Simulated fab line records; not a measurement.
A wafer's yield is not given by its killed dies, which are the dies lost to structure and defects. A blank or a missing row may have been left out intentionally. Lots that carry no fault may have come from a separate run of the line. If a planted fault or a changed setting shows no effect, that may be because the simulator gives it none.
fab line records    flow sfqLine
record lots=7  wafers=20  lastDay=77
route steps=325 shown M6@255 I6@266 M7@281 I7@296 M8@325
lots with no fault: from the same line, run without faults
startH: hours from the record's first day to the start of the lot's first wafer shown    waitH: hours elapsed since this lot's preceding step    " as in the row above    L1.1+2: one row covering several wafers at once    - no value, or no start given    * or withheld: withheld    < > ~ a bound
route shown NAME@n: a module of which the file shows steps, and the number in the route of the first    usual: average and standard deviation across the fault-free wafers    same: alike in all rows    chamber/n: place in a boat    sites: per-site readings    _std_site: standard deviation across them    _edge_site: inner sites' mean taken away from outer sites' mean    radiusMm: for every site, how far away it sits from the centre of the wafer    mask NAME#n: copy n    behind: the tool/chamber that last shaped the wafer    hold: the reason the lot was held/the length of the hold in hours/how it ended    device: transistor that didn't switch, given as n, p or np    end of line: the tests these same wafers got at the end of their route    where a step has no rows: the recipe by itself    killed: count of dies lost to structure and defects at first sort (not the wafer's yield)    map: the dies of a wafer, with x for killed, . for not killed, _ for no die there
set.NAME: the setting as run; set.NAME@STEP: as run at that earlier step    model.NAME: the simulator's own value behind a step, which no gauge read
lots at some steps of the route; a table a step, a row a wafer
services: when a tool's chamber went out of use (startH, in hours from the record's first day, below 0 if earlier), for how many hours, and the reason
## steps
# step SFQ_TRILAYER_M6_LITHO_COAT_164
# recipe resist=BARC  spinRpm=3000  resistThkNm=62
# step SFQ_TRILAYER_M6_LITHO_COAT_159
# recipe resist=KrF  spinRpm=3000  resistThkNm=600
# step SFQ_TRILAYER_M6_LITHO_SOFTBAKE_163
# recipe tempC=withheld  timeS=withheld  resist=KrF
# step SFQ_TRILAYER_M6_LITHO_EXPOSE_160
# recipe maskId=M6  na=0.6  sourceShape=conventional  sigmaOuter=0.65  targetCdNm=500  doseMj=14.4
# step SFQ_TRILAYER_M6_LITHO_PEB_162
# recipe pebTempC=115  pebTimeS=60  resist=KrF
# step SFQ_TRILAYER_M6_LITHO_DEVELOP_161
# recipe timeS=60  resist=KrF
# step SFQ_M6_OVL_MEAS_940
# usual M6_OVL=-1/6.5
lot.wafer  tool        chamber  startH   waitH  M6_OVL[nm]
L759.4     overlay-01  -        1429.18  0.1    3
L759.5     "           -        "        "      1
L759.6     "           -        "        "      -1
L762.1     overlay-02  -        1447.16  0.1    -6
L762.2     "           -        "        "      -11
L762.6     "           -        "        "      -8
L763.2     overlay-02  -        1448.36  0.1    -4
L763.4     "           -        "        "      -8
L764.1     overlay-01  -        1457.96  0.1    -2
L764.2     "           -        "        "      6
L764.4     "           -        "        "      -2
L775.2     overlay-01  -        1551.19  0.1    12
L775.3     "           -        "        "      12
L775.6     "           -        "        "      1
L776.1     overlay-01  -        1552.38  0.1    -5
L776.2     "           -        "        "      4
L776.3     "           -        "        "      2
L777.1     overlay-01  -        1557.18  0.1    1
L777.3     "           -        "        "      1
L777.4     "           -        "        "      -7
# step SFQ_TRILAYER_M6_BARC_OPEN_METAL_ETCH_206
# recipe maskMaterial=PR  chemistry=O2  targetDepthNm=125  target=BARC  icpW=600  biasW=80  pressureMtorr=10  timeS=41.7
# step SFQ_TRILAYER_M6_ETCH_METAL_ETCH_162
# recipe target=Nb  stopOn=SiO2  maskMaterial=PR  chemistry=Cl2/Ar  targetDepthNm=240  icpW=600  biasW=80  pressureMtorr=10  timeS=120
# usual biasW=79.98/0.24  drypumpMotorCurrentA=5.5/0.41  oesProductAu=0.892/0.0068
lot.wafer  tool         chamber  startH   waitH  biasW  drypumpMotorCurrentA  oesProductAu  rfHoursCounterH
L759.4     rieMetal-04  0        1429.30  0.1    80.18  6.0                   0.896         -
L759.5     "            1        "        "      79.77  5.8                   0.908         -
L759.6     "            0        "        "      80.37  6.0                   0.890         -
L762.1     rieMetal-04  1        1447.25  0.0    79.58  5.9                   0.892         153
L762.2     "            0        "        "      80.01  6.0                   0.900         170
L762.6     "            0        "        "      79.93  6.0                   0.892         -
L763.2     rieMetal-03  1        1448.56  0.1    80.59  5.3                   0.875         -
L763.4     "            1        "        "      79.91  5.3                   0.875         -
L764.1     rieMetal-01  1        1458.05  0.0    79.88  5.9                   0.895         72
L764.2     "            0        "        "      79.91  5.0                   0.900         82
L764.4     "            0        "        "      80.30  5.0                   0.891         -
L775.2     rieMetal-03  1        1551.28  0.0    80.26  5.3                   0.890         5
L775.3     "            0        "        "      79.99  5.1                   0.898         -
L775.6     "            0        "        "      80.07  5.1                   0.891         -
L776.1     rieMetal-01  0        1552.48  0.0    79.60  5.0                   0.895         96
L776.2     "            1        "        "      79.82  5.8                   0.890         89
L776.3     "            0        "        "      79.84  5.0                   0.893         -
L777.1     rieMetal-03  1        1557.28  0.0    79.71  5.3                   0.884         7
L777.3     "            1        "        "      79.69  5.3                   0.892         -
L777.4     "            0        "        "      80.26  5.1                   0.887         -
# step SFQ_TRILAYER_M6_STRIP_STRIP_163
# recipe gas=O2  powerW=200  platenTempC=40  overashFraction=0.65  chemistry=O2  pressureMtorr=50
# step SFQ_TRILAYER_M6_STRIP_SOLV_CLEAN_164
# recipe chemistry=NMP  tempC=70  timeS=600
# step SFQ_TRILAYER_I6_DEP_PECVD_165
# recipe material=SiO2  tempC=150  timeS=111.11  pressureTorr=2.4  rfW=183.3  precursor=SiH4/N2O  targetThkNm=500
# usual heaterPowerW=80/14  showerheadVppV=838/34  throttleValvePct=24.3/1.4
lot.wafer  tool      chamber  startH   waitH  heaterPowerW  showerheadVppV  throttleValvePct
L759.4     pecvd-01  2        1430.19  0.0    74            857             22.2
L759.5     "         1        "        "      71            839             24.7
L759.6     "         0        "        "      78            890             23.7
L762.1     pecvd-02  2        1448.15  0.0    93            803             25.0
L762.2     "         0        "        "      65            816             26.4
L762.6     "         1        "        "      50            778             25.7
L763.2     pecvd-01  2        1450.14  0.0    79            861             22.3
L763.4     "         0        "        "      82            872             23.6
L764.1     pecvd-03  0        1458.97  0.0    110           859             22.9
L764.2     "         2        "        "      81            789             23.8
L764.4     "         2        "        "      80            798             23.8
L775.2     pecvd-03  1        1552.18  0.0    76            893             24.9
L775.3     "         2        "        "      88            810             23.8
L775.6     "         0        "        "      103           850             23.3
L776.1     pecvd-01  1        1553.38  0.0    85            841             25.1
L776.2     "         0        "        "      81            864             23.6
L776.3     "         2        "        "      84            857             22.6
L777.1     pecvd-02  0        1558.18  0.0    72            810             27.2
L777.3     "         2        "        "      99            796             25.5
L777.4     "         1        "        "      53            789             25.8
# step SFQ_TRILAYER_I6_CMP_CMP_166
# recipe material=SiO2  downForcePsi=3  platenRpm=60  padVelocityMS=0.94248
# usual motorCurrentA=9.8/0.8  timeToEndpointS=215/10
lot.wafer  tool    chamber  startH   waitH  motorCurrentA  timeToEndpointS  model.SiO2_of_TRILAYER_I6_DEP_PECVD_165.thkNm
L759.4     cmp-01  2        1436.95  6.7    10.3           220              202.7
L759.5     "       3        "        "      9.1            222              199.8
L759.6     "       0        "        "      10.2           221              200.7
L762.1     cmp-02  0        1454.83  6.6    10.0           218              200.3
L762.2     "       3        1456.33  8.1    11.7           174              250.5
L762.6     "       1        1457.33  9.1    8.7            182              249.5
L763.4     cmp-02  0        1457.83  7.6    9.6            224              200.6
L763.2     "       3        1459.33  9.2    11.2           167              248.4
L764.2     cmp-02  1        1472.83  13.8   8.3            178              248
L764.4     "       2        "        "      10.0           234              201.2
L764.1     "       3        "        "      11.4           213              199.3
L775.3     cmp-01  2        1552.76  0.5    9.8            219              201.9
L775.2     "       0        1553.76  1.5    9.3            206              201.5
L775.6     "       1        "        "      9.6            201              198.5
L776.3     cmp-02  3        1554.32  0.9    11.9           218              201.6
L776.1     "       0        "        "      10.4           229              201.8
L776.2     "       1        "        "      9.4            211              199.8
L777.3     cmp-02  3        1558.26  0.0    12.2           208              202
L777.4     "       1        1559.26  1.0    8.9            216              200.5
L777.1     "       2        "        "      10.5           211              202.8
# step SFQ_I6_BOW_MEAS_941
# recipe mode=bow
# usual I6_BOW=4/11
lot.wafer  tool          chamber  startH   waitH  I6_BOW[um]
L759.4     filmMetro-02  -        1438.51  1.1    5
L759.5     "             -        "        "      3
L759.6     "             -        "        "      -2
L762.1     filmMetro-02  -        1457.83  2.5    12
L762.2     "             -        "        "      17
L762.6     "             -        "        "      16
L763.2     filmMetro-03  -        1460.85  1.0    -1
L763.4     "             -        "        "      -2
L764.1     filmMetro-02  -        1475.83  1.5    -8
L764.2     "             -        "        "      -8
L764.4     "             -        "        "      0
L775.2     filmMetro-01  -        1555.28  1.0    12
L775.3     "             -        "        "      15
L775.6     "             -        "        "      6
L776.1     filmMetro-01  -        1557.32  2.0    11
L776.2     "             -        "        "      -7
L776.3     "             -        "        "      16
L777.1     filmMetro-03  -        1561.26  1.0    -6
L777.3     "             -        "        "      8
L777.4     "             -        "        "      -2
# step SFQ_TRILAYER_I6_METRO_MEASURE_167
# usual thkNm=200.2/1.4
lot.wafer  tool          chamber  startH   waitH  thkNm
L759.4     filmMetro-02  -        1439.17  0.6    202.8
L759.5     "             -        "        "      199.9
L759.6     "             -        "        "      200.6
L762.1     filmMetro-02  -        1457.95  0.1    200.4
L762.2     "             -        "        "      250.5
L762.6     "             -        "        "      249.6
L763.2     filmMetro-03  -        1461.15  0.3    248.4
L763.4     "             -        "        "      200.7
L764.1     filmMetro-02  -        1475.95  0.1    199.1
L764.2     "             -        "        "      248.0
L764.4     "             -        "        "      201.2
L775.2     filmMetro-01  -        1555.58  0.3    201.4
L775.3     "             -        "        "      201.8
L775.6     "             -        "        "      198.5
L776.1     filmMetro-01  -        1557.44  0.1    201.8
L776.2     "             -        "        "      199.8
L776.3     "             -        "        "      201.7
L777.1     filmMetro-03  -        1561.38  0.1    202.8
L777.3     "             -        "        "      202.1
L777.4     "             -        "        "      200.6
# step SFQ_TRILAYER_I6_VIA_LITHO_COAT_174
# recipe resist=BARC  spinRpm=3000  resistThkNm=62
# step SFQ_TRILAYER_I6_VIA_LITHO_COAT_169
# recipe resist=KrF  spinRpm=3000  resistThkNm=650
# step SFQ_TRILAYER_I6_VIA_LITHO_SOFTBAKE_173
# recipe tempC=withheld  timeS=withheld  resist=KrF
# step SFQ_TRILAYER_I6_VIA_LITHO_EXPOSE_170
# recipe maskId=I6  na=0.6  sourceShape=conventional  sigmaOuter=0.65  targetCdNm=700  doseMj=21.3
# step SFQ_TRILAYER_I6_VIA_LITHO_PEB_172
# recipe pebTempC=115  pebTimeS=60  resist=KrF
# step SFQ_TRILAYER_I6_VIA_LITHO_DEVELOP_171
# recipe timeS=60  resist=KrF
# step SFQ_I6_OVL_MEAS_942
# usual I6_OVL=-3/6.7
lot.wafer  tool        chamber  startH   waitH  I6_OVL[nm]
L759.4     overlay-02  -        1542.75  0.1    5
L759.5     "           -        "        "      -3
L759.6     "           -        "        "      2
L762.1     overlay-02  -        1563.13  0.1    -1
L762.2     "           -        "        "      1
L762.6     "           -        "        "      0
L763.2     overlay-02  -        1564.33  0.1    7
L763.4     "           -        "        "      6
L764.1     overlay-02  -        1577.53  0.1    11
L764.2     "           -        "        "      -3
L764.4     "           -        "        "      -5
L775.2     overlay-02  -        1648.46  0.1    15
L775.3     "           -        "        "      -2
L775.6     "           -        "        "      8
L776.1     overlay-02  -        1649.65  0.1    -1
L776.2     "           -        "        "      -2
L776.3     "           -        "        "      -4
L777.1     overlay-01  -        1654.45  0.1    -5
L777.3     "           -        "        "      -1
L777.4     "           -        "        "      -1
# step SFQ_TRILAYER_I6_VIA_BARC_OPEN_VIA_ETCH_235
# recipe maskMaterial=PR  chemistry=O2  targetDepthNm=125  target=BARC  sourceW=500  biasW=80  pressureMtorr=30  timeS=41.7
# usual biasW=79.99/0.25  drypumpMotorCurrentA=5.87/0.22  oesProductAu=0.686/0.0046
lot.wafer  tool        chamber  startH   waitH  biasW  drypumpMotorCurrentA  oesProductAu  rfHoursCounterH
L759.4     rieDiel-02  0        1542.76  0.0    79.63  6.01                  0.681         14
L759.5     "           2        "        "      80.00  6.13                  0.678         -
L759.6     "           1        "        "      80.47  6.06                  0.679         -
L762.1     rieDiel-04  3        1563.16  0.0    80.17  5.82                  0.677         21
L762.2     "           2        "        "      79.90  5.88                  0.688         10
L762.6     "           2        "        "      80.08  5.86                  0.686         -
L763.2     rieDiel-02  2        1564.36  0.0    80.31  6.16                  0.683         25
L763.4     "           3        "        "      80.22  5.77                  0.692         -
L764.1     rieDiel-02  2        1577.56  0.0    79.71  6.15                  0.692         25
L764.2     "           3        "        "      79.97  5.78                  0.691         25
L764.4     "           3        "        "      80.21  5.80                  0.686         -
L775.2     rieDiel-03  1        1648.49  0.0    80.12  6.12                  0.689         16
L775.3     "           3        "        "      80.04  5.22                  0.683         21
L775.6     "           1        "        "      80.25  6.15                  0.686         -
L776.1     rieDiel-02  3        1649.69  0.0    80.14  5.82                  0.685         27
L776.2     "           1        "        "      79.96  6.07                  0.685         0
L776.3     "           0        "        "      80.32  6.00                  0.689         17
L777.1     rieDiel-04  2        1654.49  0.0    80.00  5.86                  0.692         11
L777.3     "           0        "        "      79.92  5.72                  0.680         19
L777.4     "           3        "        "      79.73  5.83                  0.687         22
# step SFQ_TRILAYER_I6_VIA_ETCH_VIA_ETCH_172
# recipe target=SiO2  stopOn=Nb  maskMaterial=PR  taperDeg=20  chemistry=CHF3  targetDepthNm=260  sourceW=500  biasW=80  pressureMtorr=30  timeS=withheld
# usual biasW=79.96/0.24  drypumpMotorCurrentA=5.87/0.22  oesProductAu=0.855/0.006
lot.wafer  tool        chamber  startH   waitH  biasW  drypumpMotorCurrentA  oesProductAu  model.etch.depthNm  model.I6.featureDepthNm
L759.4     rieDiel-02  0        1542.80  0.0    80.07  6.00                  0.857         202.7               202.7
L759.5     "           2        "        "      80.20  6.13                  0.854         199.8               199.8
L759.6     "           1        "        "      79.89  6.09                  0.850         200.7               200.7
L762.1     rieDiel-04  3        1563.20  0.0    79.65  5.83                  0.843         200.3               200.3
L762.2     "           2        "        "      80.10  5.86                  0.969         250.5               250.5
L762.6     "           2        "        "      80.08  5.86                  0.968         249.5               249.5
L763.2     rieDiel-02  2        1564.40  0.0    79.99  6.16                  0.969         248.4               248.4
L763.4     "           3        "        "      79.58  5.77                  0.857         200.6               200.6
L764.1     rieDiel-02  2        1577.60  0.0    80.13  6.12                  0.846         199.3               199.3
L764.2     "           3        "        "      79.53  5.81                  0.974         248                 248
L764.4     "           3        "        "      79.57  5.80                  0.854         201.2               201.2
L775.2     rieDiel-03  1        1648.53  0.0    80.14  6.10                  0.854         201.5               201.5
L775.3     "           3        "        "      79.93  5.24                  0.848         201.9               201.9
L775.6     "           1        "        "      79.60  6.09                  0.840         198.5               198.5
L776.1     rieDiel-02  3        1649.73  0.0    80.20  5.81                  0.856         201.8               201.8
L776.2     "           1        "        "      79.84  6.08                  0.855         199.8               199.8
L776.3     "           0        "        "      80.33  5.99                  0.866         201.6               201.6
L777.1     rieDiel-04  2        1654.53  0.0    80.11  5.86                  0.864         202.8               202.8
L777.3     "           0        "        "      80.34  5.72                  0.859         202                 202
L777.4     "           3        "        "      79.89  5.83                  0.854         200.5               200.5
# step SFQ_TRILAYER_I6_VIA_STRIP_STRIP_173
# recipe gas=O2  powerW=200  platenTempC=40  overashFraction=0.65  chemistry=O2  pressureMtorr=50
# usual drypumpMotorCurrentA=5.8/0.37  oesProductAu=1.005/0.015
lot.wafer  tool         chamber  startH   waitH  drypumpMotorCurrentA  oesProductAu  rfHoursCounterH
L759.4     rieMetal-04  1        1543.12  -      5.8                   1.031         -
L759.5     "            1        "        "      5.8                   1.025         -
L759.6     "            0        "        "      6.0                   1.025         -
L762.1     rieMetal-02  0        1563.32  -      6.3                   0.987         64
L762.2     "            1        "        "      5.6                   0.985         81
L762.6     "            1        "        "      5.6                   0.991         -
L763.2     rieMetal-02  1        1564.52  -      5.6                   0.992         82
L763.4     "            1        "        "      5.6                   0.983         -
L764.1     rieMetal-02  1        1577.72  -      5.6                   0.994         84
L764.2     "            0        "        "      6.4                   1.001         67
L764.4     "            1        "        "      5.6                   0.994         -
L775.2     rieMetal-01  0        1648.64  -      5.0                   0.990         113
L775.3     "            1        "        "      5.9                   1.022         -
L775.6     "            1        "        "      5.8                   1.008         -
L776.1     rieMetal-04  0        1649.84  -      6.0                   1.024         23
L776.2     "            1        "        "      5.8                   1.001         9
L776.3     "            0        "        "      6.0                   1.031         -
L777.1     rieMetal-01  0        1654.64  -      5.0                   0.993         114
L777.3     "            1        "        "      5.8                   1.012         -
L777.4     "            0        "        "      5.0                   0.989         -
# step SFQ_TRILAYER_I6_VIA_STRIP_SOLV_CLEAN_174
# recipe chemistry=NMP  tempC=70  timeS=600
# step SFQ_TRILAYER_M7_DEP_PRE_CLEAN_176
# recipe gas=Ar  timeS=22.5  biasV=250
lot.wafer  tool           chamber  startH   waitH  model.SiO2_of_TRILAYER_I6_DEP_PECVD_165.thkNm
L759.4     pvdSputter-05  -        1543.69  0.0    195.2
L759.5     "              -        "        "      192.3
L759.6     "              -        "        "      193.2
L762.1     pvdSputter-06  -        1564.09  0.0    192.8
L762.2     "              -        "        "      243
L762.6     "              -        "        "      242
L763.2     pvdSputter-03  -        1565.29  0.0    240.9
L763.4     "              -        "        "      193.1
L764.1     pvdSputter-03  -        1578.49  0.0    191.8
L764.2     "              -        "        "      240.5
L764.4     "              -        "        "      193.7
L775.2     pvdSputter-05  -        1649.43  0.0    194
L775.3     "              -        "        "      194.4
L775.6     "              -        "        "      191
L776.1     pvdSputter-03  -        1650.62  0.0    194.3
L776.2     "              -        "        "      192.3
L776.3     "              -        "        "      194.1
L777.1     pvdSputter-05  -        1655.42  0.0    195.3
L777.3     "              -        "        "      194.5
L777.4     "              -        "        "      193
# step SFQ_TRILAYER_M7_DEP_SPUTTER_175
# recipe material=Nb  basePressurePa=1.33e-06  chamberPressurePa=0.1333  substrateTempC=20  targetThkNm=200  powerW=2000  timeS=133.3
# step SFQ_M7_RS_MEAS_943
# recipe thkMeasGauge=four-point-probe  reads=Nb_of_TRILAYER_M7_DEP_SPUTTER_175
# usual M7_NB_RS=0.889/0.0099
lot.wafer  tool          chamber  startH   waitH  M7_NB_RS[ohm/sq]
L759.4     filmMetro-02  -        1543.87  0.1    0.903
L759.5     "             -        "        "      0.902
L759.6     "             -        "        "      0.896
L762.1     filmMetro-03  -        1564.21  0.0    0.899
L762.2     "             -        "        "      0.904
L762.6     "             -        "        "      0.904
L763.2     filmMetro-03  -        1565.43  0.1    0.909
L763.4     "             -        "        "      0.907
L764.1     filmMetro-04  -        1578.61  0.0    0.886
L764.2     "             -        "        "      0.871
L764.4     "             -        "        "      0.874
L775.2     filmMetro-02  -        1649.57  0.1    0.896
L775.3     "             -        "        "      0.890
L775.6     "             -        "        "      0.885
L776.1     filmMetro-02  -        1650.74  0.0    0.874
L776.2     "             -        "        "      0.903
L776.3     "             -        "        "      0.888
L777.1     filmMetro-04  -        1655.54  0.0    0.895
L777.3     "             -        "        "      0.895
L777.4     "             -        "        "      0.888
# step SFQ_TRILAYER_M7_LITHO_COAT_182
# recipe resist=BARC  spinRpm=3000  resistThkNm=62
# step SFQ_TRILAYER_M7_LITHO_COAT_177
# recipe resist=KrF  spinRpm=3000  resistThkNm=600
# step SFQ_TRILAYER_M7_LITHO_SOFTBAKE_181
# recipe tempC=withheld  timeS=withheld  resist=KrF
# step SFQ_TRILAYER_M7_LITHO_EXPOSE_178
# recipe maskId=M7  na=0.6  sourceShape=conventional  sigmaOuter=0.65  targetCdNm=500  doseMj=14.4
# step SFQ_TRILAYER_M7_LITHO_PEB_180
# recipe pebTempC=115  pebTimeS=60  resist=KrF
# step SFQ_TRILAYER_M7_LITHO_DEVELOP_179
# recipe timeS=60  resist=KrF
# step SFQ_M7_OVL_MEAS_945
# usual M7_OVL=3/5.4
lot.wafer  tool        chamber  startH   waitH  M7_OVL[nm]
L759.4     overlay-01  -        1578.80  0.1    -1
L759.5     "           -        "        "      -1
L759.6     "           -        "        "      -3
L762.1     overlay-02  -        1597.19  0.1    5
L762.2     "           -        "        "      5
L762.6     "           -        "        "      6
L763.2     overlay-02  -        1598.40  0.1    -1
L763.4     "           -        "        "      -2
L764.1     overlay-02  -        1609.19  0.1    0
L764.2     "           -        "        "      13
L764.4     "           -        "        "      8
L775.2     overlay-02  -        1669.49  0.1    6
L775.3     "           -        "        "      3
L775.6     "           -        "        "      5
L776.1     overlay-01  -        1670.69  0.1    -3
L776.2     "           -        "        "      0
L776.3     "           -        "        "      -1
L777.1     overlay-01  -        1674.29  0.1    8
L777.3     "           -        "        "      13
L777.4     "           -        "        "      8
# step SFQ_TRILAYER_M7_BARC_OPEN_METAL_ETCH_229
# recipe maskMaterial=PR  chemistry=O2  targetDepthNm=125  target=BARC  icpW=600  biasW=80  pressureMtorr=10  timeS=41.7
# step SFQ_TRILAYER_M7_ETCH_METAL_ETCH_180
# recipe target=Nb  stopOn=SiO2  maskMaterial=PR  chemistry=Cl2/Ar  targetDepthNm=240  icpW=600  biasW=80  pressureMtorr=10  timeS=120
# step SFQ_TRILAYER_M7_STRIP_STRIP_181
# recipe gas=O2  powerW=200  platenTempC=40  overashFraction=0.65  chemistry=O2  pressureMtorr=50
# usual drypumpMotorCurrentA=5.6/0.47  oesProductAu=1.004/0.0098
lot.wafer  tool         chamber  startH   waitH  drypumpMotorCurrentA  oesProductAu  rfHoursCounterH
L759.4     rieMetal-02  1        1579.20  0.2    5.6                   0.999         -
L759.5     "            0        "        "      6.3                   1.006         -
L759.6     "            1        "        "      5.6                   0.988         -
L762.1     rieMetal-03  1        1597.41  0.1    5.3                   1.015         14
L762.2     "            0        "        "      5.1                   1.013         27
L762.6     "            1        "        "      5.3                   1.023         -
L763.2     rieMetal-02  0        1598.61  0.1    6.3                   1.006         71
L763.4     "            1        "        "      5.6                   1.003         -
L764.1     rieMetal-02  0        1609.41  0.1    6.3                   1.004         72
L764.2     "            1        "        "      5.6                   1.004         90
L764.4     "            0        "        "      6.3                   1.007         -
L775.2     rieMetal-01  0        1669.71  0.1    5.0                   0.989         117
L775.3     "            0        "        "      5.0                   0.985         -
L775.6     "            1        "        "      5.8                   1.006         -
L776.1     rieMetal-03  0        1670.91  0.1    5.1                   0.990         38
L776.2     "            1        "        "      5.3                   1.015         25
L776.3     "            0        "        "      5.1                   1.003         -
L777.1     rieMetal-01  0        1674.51  0.1    5.0                   0.995         118
L777.3     "            0        "        "      5.0                   0.991         -
L777.4     "            1        "        "      5.8                   1.005         -
# step SFQ_TRILAYER_M7_STRIP_SOLV_CLEAN_182
# recipe chemistry=NMP  tempC=70  timeS=600
# step SFQ_TRILAYER_I7_DEP_PECVD_183
# recipe material=SiO2  tempC=150  timeS=111.11  pressureTorr=2.4  rfW=183.3  precursor=SiH4/N2O  targetThkNm=500
# step SFQ_M8_BOW_MEAS_951
# recipe mode=bow
# usual M8_BOW=5/12
lot.wafer  tool          chamber  startH   waitH  M8_BOW[um]  model.etest.i6.linkOhm
L759.4     filmMetro-01  -        1694.22  0.1    13          1.887
L759.5     "             -        "        "      9           1.889
L759.6     "             -        "        "      5           1.9
L762.1     filmMetro-04  -        1708.56  0.0    13          1.889
L762.2     "             -        "        "      18          1.91
L762.6     "             -        "        "      17          1.919
L763.2     filmMetro-01  -        1709.78  0.0    1           1.952
L763.4     "             -        "        "      -1          1.926
L764.1     filmMetro-02  -        1721.76  0.0    -6          1.874
L764.2     "             -        "        "      -6          1.867
L764.4     "             -        "        "      2           1.857
L775.2     filmMetro-04  -        1835.71  0.0    17          1.877
L775.3     "             -        "        "      18          1.87
L775.6     "             -        "        "      11          1.865
L776.1     filmMetro-02  -        1837.07  0.0    18          1.867
L776.2     "             -        "        "      1           1.895
L776.3     "             -        "        "      23          1.883
L777.1     filmMetro-01  -        1841.87  0.0    -4          1.89
L777.3     "             -        "        "      11          1.891
L777.4     "             -        "        "      0           1.883
## services
tool         chamber  startH   hours  kind
rieMetal-02  0        1412.87  8.6    repair
rieMetal-01  1        1419.81  13.0   repair
cmp-02       -        1435.63  4.0    pm
rieDiel-02   2        1463.52  8.9    repair
rieDiel-02   2        1487.77  4.2    repair
rieMetal-01  0        1498.51  3.3    repair
cmp-02       -        1507.57  0.7    repair
rieMetal-03  1        1507.66  5.6    repair
rieMetal-01  -        1513.11  5.3    repair
cmp-02       -        1542.56  4.3    pm
rieDiel-02   1        1553.43  72.4   repair
rieMetal-02  -        1561.17  1.3    repair
rieMetal-01  -        1569.53  2.8    pm
rieMetal-03  0        1588.09  4.3    repair
rieMetal-03  1        1588.18  6.6    repair
rieMetal-03  -        1592.42  1.4    pm
cmp-02       -        1596.94  4.0    pm
cmp-02       -        1611.97  2.4    repair
rieMetal-02  -        1632.57  2.8    pm
rieDiel-02   -        1635.43  0.9    repair
rieMetal-03  -        1636.12  0.2    repair
cmp-02       -        1637.70  1.0    repair
rieMetal-01  1        1657.75  1.2    repair
rieDiel-02   2        1666.23  10.3   repair
## key
firstSign step=SFQ_TRILAYER_I6_CMP_CMP_166  reading=timeToEndpointS  direction=down  sigmas=3.8  usual=*  struck=*
effect step=SFQ_TRILAYER_I6_METRO_MEASURE_167  reading=thkNm  direction=up  sigmas=35  usual=200.2  struck=249.1
effect step=SFQ_TRILAYER_I6_VIA_ETCH_VIA_ETCH_172  reading=oesProductAu  direction=up  sigmas=19  usual=0.855  struck=0.970
modelEffect step=SFQ_TRILAYER_I6_CMP_CMP_166  value=SiO2_of_TRILAYER_I6_DEP_PECVD_165.thkNm  without=199.1  struck=249.1
modelEffect step=SFQ_TRILAYER_I6_VIA_ETCH_VIA_ETCH_172  value=etch.depthNm  without=199.1  struck=249.1
modelEffect step=SFQ_TRILAYER_M7_DEP_PRE_CLEAN_176  value=SiO2_of_TRILAYER_I6_DEP_PECVD_165.thkNm  without=191.6  struck=241.6
modelEffect step=SFQ_M8_BOW_MEAS_951  value=etest.i6.linkOhm  without=1.888  struck=1.912
metAt SFQ_TRILAYER_I6_CMP_CMP_166
struckWafers L762.2,L762.6,L763.2,L764.2
fault kind=processParameterDrift  tool=cmp-02  chamber=-  onsetH=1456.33  steps=SFQ_TRILAYER_I6_CMP_CMP_166  channel=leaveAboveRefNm  offset=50  shape=step  endH=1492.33  scope=struckWafersOnly  actsIn=theseRecipesOnly  stated=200
